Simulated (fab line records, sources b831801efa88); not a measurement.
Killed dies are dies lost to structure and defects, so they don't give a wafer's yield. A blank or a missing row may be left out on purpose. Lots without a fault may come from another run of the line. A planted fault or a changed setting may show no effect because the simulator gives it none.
One fault seen from 2 desks | flow sky130 | each desk has only its own numbers; what lay behind them comes last

THE TOOL OWNER'S DESK: krf_scanner-01
The tool's own readings at SKY_METAL1_EXPOSE_12 (exposes mask MM1, target cd 140 nm): means of the sampled wafers that have a number, for each lot that ran on this tool. A lot is out of limits, marked OUT, if its mean lies more than 4 standard deviations from the usual mean; the brackets give that distance.
Columns: A = exposure_dose_mJ_cm2 at SKY_METAL1_EXPOSE_12, usual 28.00
lot  | first seen here | A
L300 | day 32 15:15    | 28.02
L303 | day 33 11:28    | 27.99
L308 | day 35 16:28    | 27.07 (-31) OUT
L318 | day 38 06:41    | 27.97
L319 | day 38 14:22    | 27.96
This desk's finding: out of limits on L308; first on L308, day 35 16:28 (exposure_dose_mJ_cm2 at SKY_METAL1_EXPOSE_12). In limits: L300, L303, L318, L319.

THE METROLOGY DESK
What the gauges read, lot by lot, whatever tool the lot ran on: means of the sampled wafers that have a number. A lot is out of limits, marked OUT, if its mean lies more than 4 standard deviations from the usual mean; the brackets give that distance.
Columns: A = CONTACT_BOW at SKY_CONTACT_BOW_MEAS_05, usual 81 um; B = CONTACT_W_RS at SKY_CONTACT_RS_MEAS_25, usual 0.337 ohm/sq; C = cd_nm at SKY_METAL1_CD_MEAS_15, usual 140.0 nm
lot  | first seen here | A  | B     | C
L300 | day 30 20:08    | 77 | 0.339 | 141.8
L301 | day 31 01:19    | 87 | 0.335 | 138.6
L303 | day 31 16:35    | 83 | 0.333 | 139.3
L307 | day 33 10:08    | 82 | 0.337 | 139.8
L308 | day 33 22:11    | 80 | 0.336 | 115.9 (-13) OUT
L318 | day 36 14:40    | 74 | 0.337 | 144.4
L317 | day 36 15:36    | 80 | 0.335 | 139.7
L319 | day 36 21:13    | 81 | 0.335 | 137.7
L320 | day 37 01:25    | 88 | 0.335 | 140.8
L321 | day 37 08:08    | 83 | 0.337 | 139.5
L323 | day 37 22:15    | 77 | 0.329 | 139.3
This desk's finding: out of limits on L308; first on L308, day 36 05:27 (cd_nm at SKY_METAL1_CD_MEAS_15). In limits: L300, L301, L303, L307, L318, L317, L319, L320, L321, L323.

PUT TOGETHER
The tool owner's desk could have raised an alarm at day 35 16:28, on L308.
The metrology desk could have raised an alarm at day 36 05:27, on L308.
Of the lots named, all ran SKY_METAL1_EXPOSE_12 on krf_scanner-01.

WHAT THE SIMULATOR HAD PUT IN
Process parameter drift: krf_scanner-01, from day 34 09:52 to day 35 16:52, at SKY_METAL1_EXPOSE_12. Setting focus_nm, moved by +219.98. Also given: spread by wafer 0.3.
Lots struck among those shown: L308.
Hours from the fault's start to each desk's first reading out of limits: the tool owner's desk, 31; the metrology desk, 44.
